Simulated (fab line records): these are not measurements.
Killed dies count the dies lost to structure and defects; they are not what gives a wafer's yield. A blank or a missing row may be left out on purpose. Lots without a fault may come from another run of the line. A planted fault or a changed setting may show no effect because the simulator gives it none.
Chamber matching :: flow gf180mcu :: GF_V4_CMP_26 on cmp-02 has 4 sister chambers
The step polishes, stops on SiO2, t overpolish 15 s, target thk 0 nm. 8 wafers are shown with their chamber, then 12 later ones without.

## WAFERS WITH THEIR CHAMBER
wafer: L083.3
chamber: 1
motorCurrentA (A): 9.4
timeToEndpointS (s): 79

wafer: L084.5
chamber: 2
motorCurrentA (A): 11.2
timeToEndpointS (s): 84

wafer: L085.2
chamber: 2
motorCurrentA (A): 11.1
timeToEndpointS (s): 83

wafer: L088.1
chamber: 3
motorCurrentA (A): 11.9
timeToEndpointS (s): 83

wafer: L088.4
chamber: 1
motorCurrentA (A): 9.8
timeToEndpointS (s): 86

wafer: L090.2
chamber: 3
motorCurrentA (A): 12.2
timeToEndpointS (s): 85

wafer: L090.3
chamber: 0
motorCurrentA (A): 11.4
timeToEndpointS (s): 86

wafer: L090.5
chamber: 0
motorCurrentA (A): 12.0
timeToEndpointS (s): 88

## WAFERS MISSING THEIR CHAMBER
wafer: L091.2
motorCurrentA (A): 11.9
timeToEndpointS (s): 85

wafer: L091.4
motorCurrentA (A): 9.8
timeToEndpointS (s): 85

wafer: L091.6
motorCurrentA (A): 9.4
timeToEndpointS (s): 83

wafer: L093.3
motorCurrentA (A): 10.2
timeToEndpointS (s): 83

wafer: L093.4
motorCurrentA (A): 12.2
timeToEndpointS (s): 82

wafer: L093.6
motorCurrentA (A): 11.2
timeToEndpointS (s): 85

wafer: L096.4
motorCurrentA (A): 12.2
timeToEndpointS (s): 90

wafer: L096.5
motorCurrentA (A): 9.5
timeToEndpointS (s): 88

wafer: L096.6
motorCurrentA (A): 12.0
timeToEndpointS (s): 88

wafer: L097.1
motorCurrentA (A): 9.4
timeToEndpointS (s): 86

wafer: L097.3
motorCurrentA (A): 11.8
timeToEndpointS (s): 85

wafer: L097.5
motorCurrentA (A): 9.4
timeToEndpointS (s): 86

## WHICH CHAMBER EACH ONE RAN IN
wafer: L091.2
from the rows above: can't be placed: 3 or 0
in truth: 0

wafer: L091.4
from the rows above: 1
in truth: 1

wafer: L091.6
from the rows above: 1
in truth: 1

wafer: L093.3
from the rows above: can't be placed: 1 or 2
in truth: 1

wafer: L093.4
from the rows above: can't be placed: 3 or 0
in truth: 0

wafer: L093.6
from the rows above: can't be placed: 2 or 0
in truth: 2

wafer: L096.4
from the rows above: can't be placed: 0 or 3
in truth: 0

wafer: L096.5
from the rows above: 1
in truth: 1

wafer: L096.6
from the rows above: can't be placed: 0 or 3
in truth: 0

wafer: L097.1
from the rows above: 1
in truth: 1

wafer: L097.3
from the rows above: can't be placed: 0 or 3 or 2
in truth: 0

wafer: L097.5
from the rows above: 1
in truth: 1
Correct placement for 5 of the 12. Cannot be placed on the basis of these rows: 7; the candidates contain the true chamber in 7. 0 placed wrongly.
How it was worked out, from the rows above alone: a wafer's distance from a chamber is the root of the sum, over the readings, of the square of ((its reading less the chamber's mean) divided by the reading's scatter). If the next closest chamber is less than 2 further off than the closest, the wafer can't be placed; otherwise it belongs to the closest. A chamber's mean is the mean of its shown wafers. The scatter: the root of (the sum of the squares of (reading less its chamber's mean) over the shown wafers, divided by (wafers less chambers)).
